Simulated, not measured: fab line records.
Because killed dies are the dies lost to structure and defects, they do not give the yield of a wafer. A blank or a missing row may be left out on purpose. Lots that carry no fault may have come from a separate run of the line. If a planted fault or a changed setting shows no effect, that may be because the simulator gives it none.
Lot-split experiment | flow gf180mcu | route with 602 steps; 5 lots, 23 wafers read

## ON THE SPLIT
At GF_CONTACT_CMP_04 (polishes SiO2), the setting leaveAboveRefNm was moved away from the recipe's 560 nm on 10 of the 23 wafers read, by -7.3% to +6.7%. For the rest of the wafers, this setting stayed at what the recipe calls for.

## FROM THE SPLIT TO THE READING: what the file shows between them, 4 steps
- GF_CONTACT_PEB_12: peb time 90 s (also split here: pebTempC)
- GF_CONTACT_DEVELOP_13: develop time 60 s
- GF_CONTACT_CD_MEAS_14: target cd 220 nm
- GF_CONTACT_ETCH_16: etches BARC in N2/H2

## THE READING
CONTACT.featureDepthNm (the simulator's own value, which no gauge read), in nm, at GF_CONTACT_ETCH_17 (etches SiO2 in C4F8/O2/Ar, stops on CoSi2, target depth 860 nm). The file does not state a usual value for it. The 13 wafers here that ran the recipe average 848.2 nm, standard deviation 2.7 nm.

wafer  | tool, chamber at the split | leaveAboveRefNm as run, nm | against the recipe | CONTACT.featureDepthNm, nm | against lot-mates on the recipe
L076.1 | cmp-01, 1                  | 560                        | recipe             | 851                        | -
L076.4 | cmp-01, 0                  | 560                        | recipe             | 848.6                      | -
L076.5 | cmp-01, 1                  | 560                        | recipe             | 844.9                      | -
L077.1 | cmp-01, 2                  | 560                        | recipe             | 843.8                      | -
L077.2 | cmp-01, 0                  | 548.9                      | -2.0%              | 836.4                      | -9.7
L077.3 | cmp-01, 1                  | 560                        | recipe             | 846.3                      | -
L077.5 | cmp-01, 3                  | 560                        | recipe             | 848.1                      | -
L077.6 | cmp-01, 0                  | 548.9                      | -2.0%              | 836.7                      | -9.4
L081.1 | cmp-02, 3                  | 597.3                      | +6.7%              | 881.7                      | +32.9
L081.2 | cmp-02, 2                  | 560                        | recipe             | 847.7                      | -
L081.4 | cmp-02, 1                  | 597.3                      | +6.7%              | 884.7                      | +35.9
L081.5 | cmp-02, 3                  | 560                        | recipe             | 849.9                      | -
L081.6 | cmp-02, 2                  | 597.3                      | +6.7%              | 882.3                      | +33.5
L082.1 | cmp-02, 2                  | 560                        | recipe             | 847.6                      | -
L082.2 | cmp-02, 1                  | 519.4                      | -7.3%              | 811.4                      | -35.6
L082.3 | cmp-02, 3                  | 560                        | recipe             | 847.6                      | -
L082.4 | cmp-02, 0                  | 519.4                      | -7.3%              | 805.3                      | -41.7
L082.5 | cmp-02, 2                  | 560                        | recipe             | 845.9                      | -
L083.1 | cmp-01, 2                  | 540.8                      | -3.4%              | 833.1                      | -19.4
L083.2 | cmp-01, 0                  | 540.8                      | -3.4%              | 831                        | -21.5
L083.3 | cmp-01, 3                  | 560                        | recipe             | 850.8                      | -
L083.4 | cmp-01, 1                  | 540.8                      | -3.4%              | 829.9                      | -22.6
L083.6 | cmp-01, 0                  | 560                        | recipe             | 854.3                      | -

THE FIT
A straight line over all 23 wafers: CONTACT.featureDepthNm changes by +5.29 nm for each +1% of leaveAboveRefNm; r = +0.99; the points scatter about the line by 2.5 nm.
The same after taking each lot's own level away (the mean of its wafers on the recipe; 23 wafers): +5.31 nm for each +1%; r = +0.99; scatter 2.1 nm.
Per that fit: largest leaveAboveRefNm move, reading shift of 38 nm.
From 846.07 to 852.55 nm: that is the span of the lots' own levels, equal to 2.4 times the standard deviation above.
The two slopes are in agreement: the lot-to-lot level therefore moves the slope only a little.
Check: -39.9 nm against its lot-mates is what the line predicts for one of the wafers moved furthest among these (-7.3%) when that wafer is left out of the fit. Against them it came out at -35.6 nm.

## THESE WAFERS: OTHER SPLITS
Other splits were also applied to these wafers ahead of the reading. Each is held against what the fit with the lots' levels taken away leaves over:
other split on the same wafers | wafers away from the commonest value | r with CONTACT.featureDepthNm (lot level and that fit taken away)
GF_PSD_EXPOSE_04 doseMj        | 6                                    | +0.07
GF_SALICIDE_SPUTTER_03 timeS   | 9                                    | -0.35
GF_CONTACT_PEB_12 pebTempC     | 11                                   | -0.06

## THE WHOLE CHAIN: every reading that the file lists as answering this split, in the file's order
step               | what it does                                                   | reading                                                                       | change (the file's fit)              | r (the file's)
GF_CONTACT_CMP_04  | polishes SiO2                                                  | SiO2_of_CONTACT_CVD_02.thkNm (the simulator's own value, which no gauge read) | +5.48 nm for each +1% of the setting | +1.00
GF_CONTACT_ETCH_17 | etches SiO2 in C4F8/O2/Ar, stops on CoSi2, target depth 860 nm | CONTACT.featureDepthNm (the simulator's own value, which no gauge read)       | +5.32 nm for each +1% of the setting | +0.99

## THE FILE'S OWN FIT
CONTACT.featureDepthNm changes by +5.32 nm for each +1% of leaveAboveRefNm, r = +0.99.
